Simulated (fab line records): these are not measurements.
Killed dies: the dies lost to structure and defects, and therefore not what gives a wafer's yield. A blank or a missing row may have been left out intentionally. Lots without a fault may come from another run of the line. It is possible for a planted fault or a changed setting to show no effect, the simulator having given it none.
Which tool is to blame? + flow sfq_line + 40 wafers from 14 lots sampled at 2 of the route's 325 steps

WHAT THE GAUGES READ, wafer by wafer
SFQ_M2_RS_MEAS_914: uses a four-point probe to measure.
| lot  | measured     | on            | M2_NB_RS (ohm/sq) |
|------|--------------|---------------|-------------------|
| L349 | day 17 21:02 | film_metro-01 | 0.898 0.899 0.883 |
| L350 | day 18 04:14 | film_metro-01 | 0.892 0.901 0.889 |
| L351 | day 18 09:40 | film_metro-03 | 0.884 0.893 0.900 |
| L352 | day 18 17:30 | film_metro-03 | 0.892 0.897 0.892 |
| L353 | day 19 03:50 | film_metro-01 | 0.882 0.884 0.894 |
| L359 | day 21 12:38 | film_metro-03 | 0.839 0.898       |
| L361 | day 22 01:50 | film_metro-01 | 0.841 0.892       |
| L364 | day 23 23:55 | film_metro-02 | 0.899 0.892 0.901 |
| L365 | day 24 08:17 | film_metro-02 | 0.904 0.907 0.907 |
| L367 | day 25 05:30 | film_metro-01 | 0.896 0.898 0.897 |
| L368 | day 25 07:53 | film_metro-03 | 0.885 0.893 0.890 |
| L369 | day 25 21:51 | film_metro-02 | 0.908 0.898 0.904 |
| L370 | day 26 06:26 | film_metro-03 | 0.919 0.897 0.914 |
| L371 | day 26 17:07 | film_metro-01 | 0.902 0.904 0.896 |

WHICH TOOL RAN EACH LOT (tool, then ch and the chambers of the sampled wafers, then the start)
| lot  | SFQ_TRILAYER_M2_DEP_SPUTTER_055 |
|------|---------------------------------|
| L349 | pvd_sputter-05, day 17 20:56    |
| L350 | pvd_sputter-06, day 18 04:09    |
| L351 | pvd_sputter-05, day 18 09:32    |
| L352 | pvd_sputter-04, day 18 17:21    |
| L353 | pvd_sputter-04, day 19 03:43    |
| L359 | pvd_sputter-04, day 21 12:32    |
| L361 | pvd_sputter-04, day 22 01:44    |
| L364 | pvd_sputter-06, day 23 23:48    |
| L365 | pvd_sputter-06, day 24 08:12    |
| L367 | pvd_sputter-06, day 25 05:23    |
| L368 | pvd_sputter-05, day 25 07:47    |
| L369 | pvd_sputter-06, day 25 21:44    |
| L370 | pvd_sputter-04, day 26 06:19    |
| L371 | pvd_sputter-06, day 26 17:01    |
- SFQ_TRILAYER_M2_DEP_SPUTTER_055: material Nb, target thk 200 nm, time 133.3 s.

AS READ BY THE TOOLS THEMSELVES (means over the sampled wafers that have a number; for cases with no such wafer, the mark the record gives instead)
SFQ_TRILAYER_M2_DEP_SPUTTER_055.
| lot  | tool           | throttle_valve_pct (%) |
|------|----------------|------------------------|
| L349 | pvd_sputter-05 | 30.7                   |
| L350 | pvd_sputter-06 | 30.3                   |
| L351 | pvd_sputter-05 | 29.8                   |
| L352 | pvd_sputter-04 | 30.4                   |
| L353 | pvd_sputter-04 | 30.5                   |
| L359 | pvd_sputter-04 | 30.1                   |
| L361 | pvd_sputter-04 | 29.9                   |
| L364 | pvd_sputter-06 | 29.3                   |
| L365 | pvd_sputter-06 | 30.6                   |
| L367 | pvd_sputter-06 | 28.8                   |
| L368 | pvd_sputter-05 | 28.8                   |
| L369 | pvd_sputter-06 | 30.2                   |
| L370 | pvd_sputter-04 | 30.4                   |
| L371 | pvd_sputter-06 | 29.9                   |

THE ANSWER, worked out from the rows above alone
Rule: usual is defined by the lots themselves. Put in order of their means at a reading, lots are off if they are a third of the lots or fewer, leave a main group of 4 or more, and stand apart from it by a gap of 3 or more times the standard deviation of the main group's means; of several such gaps the widest counts. A main group is skipped when, at the precision printed for the reading in the tables above, its means are all equal. A lot without any number at a reading at which 4 lots or more have one is off too. All remaining lots with rows at the step are treated as sound. After the gauges, taken in route order, come the tools' own readings; for these a lot's mean is taken, as printed above. At the first step where some lot is off, the reading lying furthest off is the one used; lots without a number count as furthest.
No lot is off on any of the readings shown, so nothing can be concluded from this.

WHAT HAD BEEN PUT IN BY THE SIMULATOR
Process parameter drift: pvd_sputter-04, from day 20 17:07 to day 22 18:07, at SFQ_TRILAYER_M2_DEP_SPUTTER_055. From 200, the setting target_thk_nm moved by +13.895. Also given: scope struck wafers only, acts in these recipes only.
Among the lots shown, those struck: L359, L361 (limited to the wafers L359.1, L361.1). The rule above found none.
